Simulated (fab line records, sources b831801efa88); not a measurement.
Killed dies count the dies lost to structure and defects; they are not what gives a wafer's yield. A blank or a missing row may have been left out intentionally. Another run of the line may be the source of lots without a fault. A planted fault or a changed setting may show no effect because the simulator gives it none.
The tool behind it: which one? || flow sky130 || 42 wafers from 14 lots sampled at 5 of the route's 708 steps

== WHAT THE GAUGES SHOWED, per wafer ==
SKY_LOCAL_INTERCONNECT_CD_MEAS_11 targets a cd of 170 nm.
{"lot": "L724", "measured": "day 30 09:48", "on": "cdSem-01", "cdNm (nm)": "170.5 170.7 169.5"}
{"lot": "L725", "measured": "day 30 16:53", "on": "cdSem-02", "cdNm (nm)": "171.7 171.8 170.8"}
{"lot": "L726", "measured": "day 31 06:11", "on": "cdSem-02", "cdNm (nm)": "168.5 167.8 167.7"}
{"lot": "L727", "measured": "day 31 08:23", "on": "cdSem-01", "cdNm (nm)": "169.6 168.2 168.6"}
{"lot": "L729", "measured": "day 32 04:20", "on": "cdSem-01", "cdNm (nm)": "165.9 167.3 165.2"}
{"lot": "L730", "measured": "day 32 13:41", "on": "cdSem-01", "cdNm (nm)": "172.2 170.8 171.6"}
{"lot": "L737", "measured": "day 34 23:04", "on": "cdSem-01", "cdNm (nm)": "168.5 170.2 169.9"}
{"lot": "L740", "measured": "day 35 21:36", "on": "cdSem-01", "cdNm (nm)": "170.5 170.0 170.1"}
{"lot": "L741", "measured": "day 36 10:28", "on": "cdSem-02", "cdNm (nm)": "169.8 169.1 170.0"}
{"lot": "L742", "measured": "day 36 11:53", "on": "cdSem-02", "cdNm (nm)": "169.6 168.7 168.0"}
{"lot": "L743", "measured": "day 36 16:25", "on": "cdSem-01", "cdNm (nm)": "169.9 170.1 168.8"}
{"lot": "L747", "measured": "day 37 23:59", "on": "cdSem-01", "cdNm (nm)": "169.0 170.2 169.8"}

SKY_CONTACT_THK_MEAS_03.
{"lot": "L724", "measured": "day 30 10:51", "on": "filmMetro-02", "CONTACT_HDPCVD_THK (nm)": "569 559 558"}
{"lot": "L725", "measured": "day 30 17:56", "on": "filmMetro-01", "CONTACT_HDPCVD_THK (nm)": "565 553 565"}
{"lot": "L726", "measured": "day 31 07:33", "on": "filmMetro-04", "CONTACT_HDPCVD_THK (nm)": "555 558 564"}
{"lot": "L727", "measured": "day 31 09:25", "on": "filmMetro-01", "CONTACT_HDPCVD_THK (nm)": "561 558 559"}
{"lot": "L729", "measured": "day 32 05:24", "on": "filmMetro-04", "CONTACT_HDPCVD_THK (nm)": "559 566 557"}
{"lot": "L730", "measured": "day 32 14:43", "on": "filmMetro-01", "CONTACT_HDPCVD_THK (nm)": "562 565 556"}
{"lot": "L737", "measured": "day 35 00:04", "on": "filmMetro-04", "CONTACT_HDPCVD_THK (nm)": "562 571 560"}
{"lot": "L740", "measured": "day 35 22:37", "on": "filmMetro-04", "CONTACT_HDPCVD_THK (nm)": "562 559 566"}
{"lot": "L741", "measured": "day 36 11:28", "on": "filmMetro-01", "CONTACT_HDPCVD_THK (nm)": "564 563 572"}
{"lot": "L742", "measured": "day 36 12:55", "on": "filmMetro-02", "CONTACT_HDPCVD_THK (nm)": "560 567 559"}
{"lot": "L743", "measured": "day 36 17:26", "on": "filmMetro-02", "CONTACT_HDPCVD_THK (nm)": "564 567 563"}
{"lot": "L747", "measured": "day 38 01:10", "on": "filmMetro-04", "CONTACT_HDPCVD_THK (nm)": "554 557 549"}

== TOOL THAT RAN EACH LOT (tool first, then ch and the chambers of the sampled wafers, then the start) ==
{"lot": "L724", "SKY_FIELD_ISO_ETCH_14": "rieDiel-02 ch 0,1,3, day 2 06:34", "SKY_FIELD_ISO_ETCH_15": "rieDiel-02 ch 0,1,3, day 2 06:36", "SKY_FIELD_ISO_STRIP_16": "plasmaAsher-03 ch 0,1, day 2 06:39"}
{"lot": "L725", "SKY_FIELD_ISO_ETCH_14": "rieDiel-03 ch 0,2,3, day 2 10:55", "SKY_FIELD_ISO_ETCH_15": "rieDiel-03 ch 0,2,3, day 2 10:57", "SKY_FIELD_ISO_STRIP_16": "plasmaAsher-02 ch 0,1, day 2 11:01"}
{"lot": "L726", "SKY_FIELD_ISO_ETCH_14": "rieDiel-03 ch 1,3, day 2 16:58", "SKY_FIELD_ISO_ETCH_15": "rieDiel-03 ch 1,3, day 2 17:00", "SKY_FIELD_ISO_STRIP_16": "plasmaAsher-04 ch 0,1, day 2 17:03"}
{"lot": "L727", "SKY_FIELD_ISO_ETCH_14": "rieDiel-01 ch 0,1,2, day 2 19:58", "SKY_FIELD_ISO_ETCH_15": "rieDiel-01 ch 0,1,2, day 2 20:00", "SKY_FIELD_ISO_STRIP_16": "plasmaAsher-03 ch 0,1, day 2 20:03"}
{"lot": "L729", "SKY_FIELD_ISO_ETCH_14": "rieDiel-01 ch 0,1, day 3 06:28", "SKY_FIELD_ISO_ETCH_15": "rieDiel-01 ch 0,1, day 3 06:30", "SKY_FIELD_ISO_STRIP_16": "plasmaAsher-02 ch 1, day 3 06:34"}
{"lot": "L730", "SKY_FIELD_ISO_ETCH_14": "rieDiel-03 ch 1,2,3, day 3 12:04", "SKY_FIELD_ISO_ETCH_15": "rieDiel-03 ch 1,2,3, day 3 12:06", "SKY_FIELD_ISO_STRIP_16": "plasmaAsher-02 ch 0,1, day 3 12:09"}
{"lot": "L735", "SKY_FIELD_ISO_ETCH_14": "rieDiel-01 ch 0,1,2, day 4 14:28", "SKY_FIELD_ISO_ETCH_15": "rieDiel-01 ch 0,1,2, day 4 14:30", "SKY_FIELD_ISO_STRIP_16": "plasmaAsher-03 ch 0,1, day 4 14:34"}
{"lot": "L736", "SKY_FIELD_ISO_ETCH_14": "rieDiel-01 ch 0,1,2, day 4 19:04", "SKY_FIELD_ISO_ETCH_15": "rieDiel-01 ch 0,1,2, day 4 19:06", "SKY_FIELD_ISO_STRIP_16": "plasmaAsher-04 ch 0,1, day 4 19:09"}
{"lot": "L737", "SKY_FIELD_ISO_ETCH_14": "rieDiel-02 ch 0,2, day 5 00:12", "SKY_FIELD_ISO_ETCH_15": "rieDiel-02 ch 0,2, day 5 00:16", "SKY_FIELD_ISO_STRIP_16": "plasmaAsher-04 ch 1, day 5 00:21"}
{"lot": "L740", "SKY_FIELD_ISO_ETCH_14": "rieDiel-03 ch 0,1, day 5 19:10", "SKY_FIELD_ISO_ETCH_15": "rieDiel-03 ch 0,1, day 5 19:12", "SKY_FIELD_ISO_STRIP_16": "plasmaAsher-02 ch 0,1, day 5 19:16"}
{"lot": "L741", "SKY_FIELD_ISO_ETCH_14": "rieDiel-03 ch 2,3, day 6 00:16", "SKY_FIELD_ISO_ETCH_15": "rieDiel-03 ch 2,3, day 6 00:18", "SKY_FIELD_ISO_STRIP_16": "plasmaAsher-04 ch 0,1, day 6 00:22"}
{"lot": "L742", "SKY_FIELD_ISO_ETCH_14": "rieDiel-03 ch 0,2, day 6 02:34", "SKY_FIELD_ISO_ETCH_15": "rieDiel-03 ch 0,2, day 6 02:36", "SKY_FIELD_ISO_STRIP_16": "plasmaAsher-03 ch 1, day 6 02:39"}
{"lot": "L743", "SKY_FIELD_ISO_ETCH_14": "rieDiel-02 ch 0,2, day 6 07:46", "SKY_FIELD_ISO_ETCH_15": "rieDiel-02 ch 0,2, day 6 07:48", "SKY_FIELD_ISO_STRIP_16": "plasmaAsher-03 ch 0,1, day 6 07:53"}
{"lot": "L747", "SKY_FIELD_ISO_ETCH_14": "rieDiel-03 ch 0,1,3, day 7 06:48", "SKY_FIELD_ISO_ETCH_15": "rieDiel-03 ch 0,1,3, day 7 06:50", "SKY_FIELD_ISO_STRIP_16": "plasmaAsher-03 ch 0,1, day 7 06:54"}
- SKY_FIELD_ISO_ETCH_14: etches BARC in N2/H2, stops on SiO2, time 45.9 s, target depth 60 nm.
- SKY_FIELD_ISO_ETCH_15: etches the open film in CHF3/O2, stops on Si, target depth 180 nm, time 72 s.
- SKY_FIELD_ISO_STRIP_16: strips in O2/N2.

== AS READ BY THE TOOLS THEMSELVES (means over the sampled wafers that have a number; for cases with no such wafer, the mark the record gives instead) ==
SKY_FIELD_ISO_ETCH_14.
{"lot": "L724", "tool": "rieDiel-02", "drypumpMotorCurrentA (A)": 5.6, "oesProductAu (a.u.)": 0.853, "runLengthS (s)": 74.3, "throttleValvePct (%)": 13.218}
{"lot": "L725", "tool": "rieDiel-03", "drypumpMotorCurrentA (A)": 5.8, "oesProductAu (a.u.)": 0.859, "runLengthS (s)": 73.9, "throttleValvePct (%)": 13.215}
{"lot": "L726", "tool": "rieDiel-03", "drypumpMotorCurrentA (A)": 5.9, "oesProductAu (a.u.)": 0.859, "runLengthS (s)": 74.0, "throttleValvePct (%)": 13.231}
{"lot": "L727", "tool": "rieDiel-01", "drypumpMotorCurrentA (A)": 5.8, "oesProductAu (a.u.)": 0.860, "runLengthS (s)": 73.8, "throttleValvePct (%)": 13.229}
{"lot": "L729", "tool": "rieDiel-01", "drypumpMotorCurrentA (A)": 5.9, "oesProductAu (a.u.)": 0.852, "runLengthS (s)": 73.7, "throttleValvePct (%)": 13.219}
{"lot": "L730", "tool": "rieDiel-03", "drypumpMotorCurrentA (A)": 5.7, "oesProductAu (a.u.)": 0.856, "runLengthS (s)": 74.0, "throttleValvePct (%)": 13.235}
{"lot": "L735", "tool": "rieDiel-01", "drypumpMotorCurrentA (A)": 5.9, "oesProductAu (a.u.)": 1.006, "runLengthS (s)": 52.7, "throttleValvePct (%)": 13.236}
{"lot": "L736", "tool": "rieDiel-01", "drypumpMotorCurrentA (A)": 5.9, "oesProductAu (a.u.)": 0.996, "runLengthS (s)": 52.9, "throttleValvePct (%)": 13.235}
{"lot": "L737", "tool": "rieDiel-02", "drypumpMotorCurrentA (A)": 5.4, "oesProductAu (a.u.)": 0.855, "runLengthS (s)": 74.4, "throttleValvePct (%)": 13.227}
{"lot": "L740", "tool": "rieDiel-03", "drypumpMotorCurrentA (A)": 5.9, "oesProductAu (a.u.)": 0.858, "runLengthS (s)": 73.6, "throttleValvePct (%)": 13.232}
{"lot": "L741", "tool": "rieDiel-03", "drypumpMotorCurrentA (A)": 5.7, "oesProductAu (a.u.)": 0.853, "runLengthS (s)": 74.3, "throttleValvePct (%)": 13.222}
{"lot": "L742", "tool": "rieDiel-03", "drypumpMotorCurrentA (A)": 5.8, "oesProductAu (a.u.)": 0.857, "runLengthS (s)": 73.8, "throttleValvePct (%)": 13.230}
{"lot": "L743", "tool": "rieDiel-02", "drypumpMotorCurrentA (A)": 5.3, "oesProductAu (a.u.)": 0.854, "runLengthS (s)": 74.3, "throttleValvePct (%)": 13.218}
{"lot": "L747", "tool": "rieDiel-03", "drypumpMotorCurrentA (A)": 6.0, "oesProductAu (a.u.)": 0.858, "runLengthS (s)": 73.7, "throttleValvePct (%)": 13.227}

SKY_FIELD_ISO_ETCH_15.
{"lot": "L724", "tool": "rieDiel-02", "O2_flow_sccm (sccm)": 5.001, "drypumpMotorCurrentA (A)": 5.6, "oesProductAu (a.u.)": 0.942, "runLengthS (s)": 100.5, "throttleValvePct (%)": 8.849}
{"lot": "L725", "tool": "rieDiel-03", "O2_flow_sccm (sccm)": 5.003, "drypumpMotorCurrentA (A)": 5.8, "oesProductAu (a.u.)": 0.957, "runLengthS (s)": 100.2, "throttleValvePct (%)": 8.838}
{"lot": "L726", "tool": "rieDiel-03", "O2_flow_sccm (sccm)": 4.995, "drypumpMotorCurrentA (A)": 5.9, "oesProductAu (a.u.)": 0.937, "runLengthS (s)": 100.3, "throttleValvePct (%)": 8.838}
{"lot": "L727", "tool": "rieDiel-01", "O2_flow_sccm (sccm)": 4.989, "drypumpMotorCurrentA (A)": 5.9, "oesProductAu (a.u.)": 0.939, "runLengthS (s)": 99.7, "throttleValvePct (%)": 8.847}
{"lot": "L729", "tool": "rieDiel-01", "O2_flow_sccm (sccm)": 4.989, "drypumpMotorCurrentA (A)": 5.9, "oesProductAu (a.u.)": 0.947, "runLengthS (s)": 99.8, "throttleValvePct (%)": 8.838}
{"lot": "L730", "tool": "rieDiel-03", "O2_flow_sccm (sccm)": 4.994, "drypumpMotorCurrentA (A)": 5.7, "oesProductAu (a.u.)": 0.943, "runLengthS (s)": 100.1, "throttleValvePct (%)": 8.845}
{"lot": "L735", "tool": "rieDiel-01", "O2_flow_sccm (sccm)": 5.014, "drypumpMotorCurrentA (A)": 5.8, "oesProductAu (a.u.)": 0.372, "runLengthS (s)": 99.8, "throttleValvePct (%)": 8.684}
{"lot": "L736", "tool": "rieDiel-01", "O2_flow_sccm (sccm)": 5.004, "drypumpMotorCurrentA (A)": 5.8, "oesProductAu (a.u.)": 0.379, "runLengthS (s)": 99.8, "throttleValvePct (%)": 8.677}
{"lot": "L737", "tool": "rieDiel-02", "O2_flow_sccm (sccm)": 5.004, "drypumpMotorCurrentA (A)": 5.4, "oesProductAu (a.u.)": 0.948, "runLengthS (s)": 100.5, "throttleValvePct (%)": 8.842}
{"lot": "L740", "tool": "rieDiel-03", "O2_flow_sccm (sccm)": 5.010, "drypumpMotorCurrentA (A)": 5.9, "oesProductAu (a.u.)": 0.953, "runLengthS (s)": 99.8, "throttleValvePct (%)": 8.843}
{"lot": "L741", "tool": "rieDiel-03", "O2_flow_sccm (sccm)": 5.002, "drypumpMotorCurrentA (A)": 5.7, "oesProductAu (a.u.)": 0.951, "runLengthS (s)": 100.2, "throttleValvePct (%)": 8.847}
{"lot": "L742", "tool": "rieDiel-03", "O2_flow_sccm (sccm)": 5.004, "drypumpMotorCurrentA (A)": 5.8, "oesProductAu (a.u.)": 0.938, "runLengthS (s)": 99.9, "throttleValvePct (%)": 8.831}
{"lot": "L743", "tool": "rieDiel-02", "O2_flow_sccm (sccm)": 4.994, "drypumpMotorCurrentA (A)": 5.4, "oesProductAu (a.u.)": 0.940, "runLengthS (s)": 100.3, "throttleValvePct (%)": 8.843}
{"lot": "L747", "tool": "rieDiel-03", "O2_flow_sccm (sccm)": 4.987, "drypumpMotorCurrentA (A)": 6.0, "oesProductAu (a.u.)": 0.948, "runLengthS (s)": 99.8, "throttleValvePct (%)": 8.848}

SKY_FIELD_ISO_STRIP_16.
{"lot": "L724", "tool": "plasmaAsher-03", "drypumpMotorCurrentA (A)": 5.6, "oesProductAu (a.u.)": 0.376, "stripTimeToEndpointS (s)": 3.52}
{"lot": "L725", "tool": "plasmaAsher-02", "drypumpMotorCurrentA (A)": 6.3, "oesProductAu (a.u.)": 0.376, "stripTimeToEndpointS (s)": 3.56}
{"lot": "L726", "tool": "plasmaAsher-04", "drypumpMotorCurrentA (A)": 4.9, "oesProductAu (a.u.)": 0.380, "stripTimeToEndpointS (s)": 3.56}
{"lot": "L727", "tool": "plasmaAsher-03", "drypumpMotorCurrentA (A)": 5.6, "oesProductAu (a.u.)": 0.370, "stripTimeToEndpointS (s)": 3.50}
{"lot": "L729", "tool": "plasmaAsher-02", "drypumpMotorCurrentA (A)": 6.0, "oesProductAu (a.u.)": 0.377, "stripTimeToEndpointS (s)": 3.50}
{"lot": "L730", "tool": "plasmaAsher-02", "drypumpMotorCurrentA (A)": 6.2, "oesProductAu (a.u.)": 0.379, "stripTimeToEndpointS (s)": 3.54}
{"lot": "L735", "tool": "plasmaAsher-03", "drypumpMotorCurrentA (A)": 5.6, "oesProductAu (a.u.)": 0.387, "stripTimeToEndpointS (s)": 3.75}
{"lot": "L736", "tool": "plasmaAsher-04", "drypumpMotorCurrentA (A)": 5.1, "oesProductAu (a.u.)": 0.387, "stripTimeToEndpointS (s)": 3.76}
{"lot": "L737", "tool": "plasmaAsher-04", "drypumpMotorCurrentA (A)": 5.4, "oesProductAu (a.u.)": 0.374, "stripTimeToEndpointS (s)": 3.56}
{"lot": "L740", "tool": "plasmaAsher-02", "drypumpMotorCurrentA (A)": 6.3, "oesProductAu (a.u.)": 0.384, "stripTimeToEndpointS (s)": 3.58}
{"lot": "L741", "tool": "plasmaAsher-04", "drypumpMotorCurrentA (A)": 4.9, "oesProductAu (a.u.)": 0.379, "stripTimeToEndpointS (s)": 3.55}
{"lot": "L742", "tool": "plasmaAsher-03", "drypumpMotorCurrentA (A)": 5.5, "oesProductAu (a.u.)": 0.378, "stripTimeToEndpointS (s)": 3.53}
{"lot": "L743", "tool": "plasmaAsher-03", "drypumpMotorCurrentA (A)": 5.5, "oesProductAu (a.u.)": 0.376, "stripTimeToEndpointS (s)": 3.57}
{"lot": "L747", "tool": "plasmaAsher-03", "drypumpMotorCurrentA (A)": 5.5, "oesProductAu (a.u.)": 0.377, "stripTimeToEndpointS (s)": 3.57}

== THE ANSWER, worked out from the rows above alone ==
Rule: usual is defined by the lots themselves. The widest of any qualifying gaps counts: lots, ordered by their means at a reading, are off when they make up no more than a third of the lots, leave a main group of 4 or more, and stand apart from it by 3 or more times the standard deviation of that group's means. Not used: any main group whose means are identical at the precision the tables above print for the reading. Also off: a lot with no number at a reading for which 4 or more lots have one. All remaining lots with rows at the step are treated as sound. The gauges are gone through in route order, then the tools' own readings, and for those a lot's mean is taken as printed above. The first step at which some lot is off is used, and at that step the reading that is off furthest; a lot without a number counts as furthest.
Off, at SKY_FIELD_ISO_ETCH_14 on runLengthS: L735, L736. For the main group the mean is 74.0 s and the standard deviation 0.27.
If a tool, at that step or one of the process steps before it, ran each lot that is off and ran no sound lot following the first of them, it fits. One fits: SKY_FIELD_ISO_ETCH_14 on rieDiel-01. A fault onset in the window from L729 (day 3 06:28, its last sound lot) to L735 (day 4 14:28, its first lot off) fits.
The tool's own readings at SKY_FIELD_ISO_ETCH_14 bear it out: on the lots that are off they differ by more than 5 times the standard deviation of the sound lots' means. oesProductAu reads 1.001 a.u. there against 0.856 a.u. on the sound lots; runLengthS reads 52.8 s there against 74.0 s on the sound lots.

== WHAT THE SIMULATOR HAD PUT IN ==
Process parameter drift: rieDiel-01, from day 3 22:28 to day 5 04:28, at SKY_FIELD_ISO_ETCH_14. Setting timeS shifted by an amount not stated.
Struck lots among those shown: L735, L736. The rule above reached the same finding.
